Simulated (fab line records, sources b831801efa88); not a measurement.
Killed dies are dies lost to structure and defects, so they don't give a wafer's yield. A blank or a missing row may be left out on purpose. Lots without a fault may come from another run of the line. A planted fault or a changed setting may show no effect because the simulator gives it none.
Tool commonality check | flow sky130 | 13 lots, 39 wafers sampled

WHY IT WAS OPENED
At SKY_VT_ADJUST_NCORE_TW_MEAS_11 the reading VT_ADJUST_NCORE_TW is flagged on 1 of 13 lots. Wafers without a fault read 220.4, standard deviation 1.6.
Rule: a lot is flagged when every wafer of it that has a number lies more than 4 standard deviations from that mean, or none has a number. The other lots count as sound.

lot  | measured     | on            | VT_ADJUST_NCORE_TW, wafer by wafer | flag
L684 | day 8 18:01  | film_metro-01 | 222.6 221.6 220.9                  |
L685 | day 8 21:12  | film_metro-01 | 221.9 221.7 222.4                  |
L687 | day 9 18:31  | film_metro-03 | 217.6 219.2 216.1                  |
L688 | day 9 23:26  | film_metro-01 | 30.2 30.1 30.3                     | FLAGGED
L697 | day 12 14:18 | film_metro-03 | 217.9 218.3 219.3                  |
L699 | day 13 00:49 | film_metro-01 | 221.1 222.6 221.8                  |
L700 | day 13 06:52 | film_metro-03 | 219.5 219.8 219.9                  |
L702 | day 14 02:14 | film_metro-03 | 219.6 221.8 219.5                  |
L703 | day 14 07:49 | film_metro-01 | 220.6 220.8 221.4                  |
L704 | day 14 16:31 | film_metro-04 | 222.0 222.5 221.9                  |
L705 | day 14 22:17 | film_metro-03 | 221.6 220.4 220.3                  |
L706 | day 15 06:13 | film_metro-04 | 219.7 221.7 221.3                  |
L707 | day 15 08:25 | film_metro-04 | 221.2 220.8 222.1                  |
The numbers of the flagged lots are 30.2 on average: -190.2 against the usual, or -99 or more standard deviations.

WHICH TOOL RAN EACH LOT
The record holds 3 process steps before the reading, out of a route of 708 steps. In each cell: the tool, then ch and the chambers that the sampled wafers went through, then the start.
lot  | flag    | SKY_VT_ADJUST_HVTP_STRIP_10          | SKY_VT_ADJUST_LVTN_STRIP_20          | SKY_VT_ADJUST_NCORE_STRIP_10
L684 |         | plasma_asher-01 ch 0,1, day 6 05:01  | plasma_asher-02 ch 0,1, day 7 20:34  | plasma_asher-03 ch 0,1, day 8 17:55
L685 |         | plasma_asher-01 ch 0,1, day 6 08:10  | plasma_asher-02 ch 0,1, day 7 23:38  | plasma_asher-04 ch 0,1, day 8 21:06
L687 |         | plasma_asher-02 ch 0,1, day 7 01:43  | plasma_asher-01 ch 0,1, day 8 19:46  | plasma_asher-03 ch 0,1, day 9 18:25
L688 | FLAGGED | plasma_asher-01 ch 0,1, day 7 06:37  | plasma_asher-02 ch 0,1, day 9 00:35  | plasma_asher-04 ch 0,1, day 9 23:21
L697 |         | plasma_asher-02 ch 0,1, day 9 15:31  | plasma_asher-04 ch 0,1, day 11 13:08 | plasma_asher-03 ch 0,1, day 12 14:12
L699 |         | plasma_asher-01 ch 0,1, day 10 01:43 | plasma_asher-01 ch 0,1, day 11 23:55 | plasma_asher-01 ch 0,1, day 13 00:43
L700 |         | plasma_asher-01 ch 0,1, day 10 07:07 | plasma_asher-04 ch 0,1, day 12 05:36 | plasma_asher-04 ch 0,1, day 13 06:46
L702 |         | plasma_asher-02 ch 0,1, day 10 23:05 | plasma_asher-04 ch 0,1, day 12 23:59 | plasma_asher-03 ch 0,1, day 14 02:09
L703 |         | plasma_asher-02 ch 0,1, day 11 05:17 | plasma_asher-04 ch 0,1, day 13 05:54 | plasma_asher-03 ch 0,1, day 14 07:43
L704 |         | plasma_asher-02 ch 0,1, day 11 12:38 | plasma_asher-02 ch 0,1, day 13 14:41 | plasma_asher-01 ch 0,1, day 14 16:26
L705 |         | plasma_asher-01 ch 0,1, day 11 17:20 | plasma_asher-04 ch 0,1, day 13 19:51 | plasma_asher-03 ch 0,1, day 14 22:10
L706 |         | plasma_asher-03 ch 0,1, day 11 23:55 | plasma_asher-01 ch 0,1, day 14 02:56 | plasma_asher-04 ch 0,1, day 15 06:06
L707 |         | plasma_asher-01 ch 0,1, day 12 02:07 | plasma_asher-01 ch 0,1, day 14 05:47 | plasma_asher-04 ch 0,1, day 15 08:19
What these steps do:
- SKY_VT_ADJUST_HVTP_STRIP_10: strips in O2/N2.
- SKY_VT_ADJUST_LVTN_STRIP_20: strips in O2/N2.
- SKY_VT_ADJUST_NCORE_STRIP_10: strips in O2/N2.
- SKY_VT_ADJUST_NCORE_TW_MEAS_11

FLAGGED OVER TOTAL, TOOL BY TOOL (the gauges that took the reading come last)
step                           | tool            | lots run | flagged | share of the flagged lots | sound lots run after its first flagged lot
SKY_VT_ADJUST_HVTP_STRIP_10    | plasma_asher-01 | 7        | 1       | all                       | 4 (L699,L700,L705,L707)
SKY_VT_ADJUST_HVTP_STRIP_10    | plasma_asher-02 | 5        | 0       | none                      | -
SKY_VT_ADJUST_HVTP_STRIP_10    | plasma_asher-03 | 1        | 0       | none                      | -
SKY_VT_ADJUST_LVTN_STRIP_20    | plasma_asher-01 | 4        | 0       | none                      | -
SKY_VT_ADJUST_LVTN_STRIP_20    | plasma_asher-02 | 4        | 1       | all                       | 1 (L704)
SKY_VT_ADJUST_LVTN_STRIP_20    | plasma_asher-04 | 5        | 0       | none                      | -
SKY_VT_ADJUST_NCORE_STRIP_10   | plasma_asher-01 | 2        | 0       | none                      | -
SKY_VT_ADJUST_NCORE_STRIP_10   | plasma_asher-03 | 6        | 0       | none                      | -
SKY_VT_ADJUST_NCORE_STRIP_10   | plasma_asher-04 | 5        | 1       | all                       | 3 (L700,L706,L707)
SKY_VT_ADJUST_NCORE_TW_MEAS_11 | film_metro-01   | 5        | 1       | all                       | 2 (L699,L703)
SKY_VT_ADJUST_NCORE_TW_MEAS_11 | film_metro-03   | 5        | 0       | none                      | -
SKY_VT_ADJUST_NCORE_TW_MEAS_11 | film_metro-04   | 3        | 0       | none                      | -

WHAT THE TABLE ALLOWS
4 rows of the table ran every flagged lot: plasma_asher-01 at SKY_VT_ADJUST_HVTP_STRIP_10, plasma_asher-02 at SKY_VT_ADJUST_LVTN_STRIP_20, plasma_asher-04 at SKY_VT_ADJUST_NCORE_STRIP_10, film_metro-01 at SKY_VT_ADJUST_NCORE_TW_MEAS_11.
- plasma_asher-01 at SKY_VT_ADJUST_HVTP_STRIP_10: 1 of its 7 lots flagged. Sound lots ran on it after the first flagged one (L699, L700, L705, L707), which a lasting fault on the whole tool wouldn't allow.
- plasma_asher-02 at SKY_VT_ADJUST_LVTN_STRIP_20: 1 of its 4 lots flagged. Sound lots ran on it after the first flagged one (L704), which a lasting fault on the whole tool wouldn't allow. Its own readings lie more than 4 standard deviations out on every wafer of the flagged lots: oes_product_au.
- plasma_asher-04 at SKY_VT_ADJUST_NCORE_STRIP_10: 1 of its 5 lots flagged. Sound lots ran on it after the first flagged one (L700, L706, L707), which a lasting fault on the whole tool wouldn't allow. Its own readings lie more than 4 standard deviations out on every wafer of the flagged lots: strip_time_to_endpoint_s.
- film_metro-01 at SKY_VT_ADJUST_NCORE_TW_MEAS_11: 1 of its 5 lots flagged. Sound lots ran on it after the first flagged one (L699, L703), which a lasting fault on the whole tool wouldn't allow.
No row of the table ran every flagged lot and no sound lot after the first.

WHAT THE SIMULATOR HAD PUT IN
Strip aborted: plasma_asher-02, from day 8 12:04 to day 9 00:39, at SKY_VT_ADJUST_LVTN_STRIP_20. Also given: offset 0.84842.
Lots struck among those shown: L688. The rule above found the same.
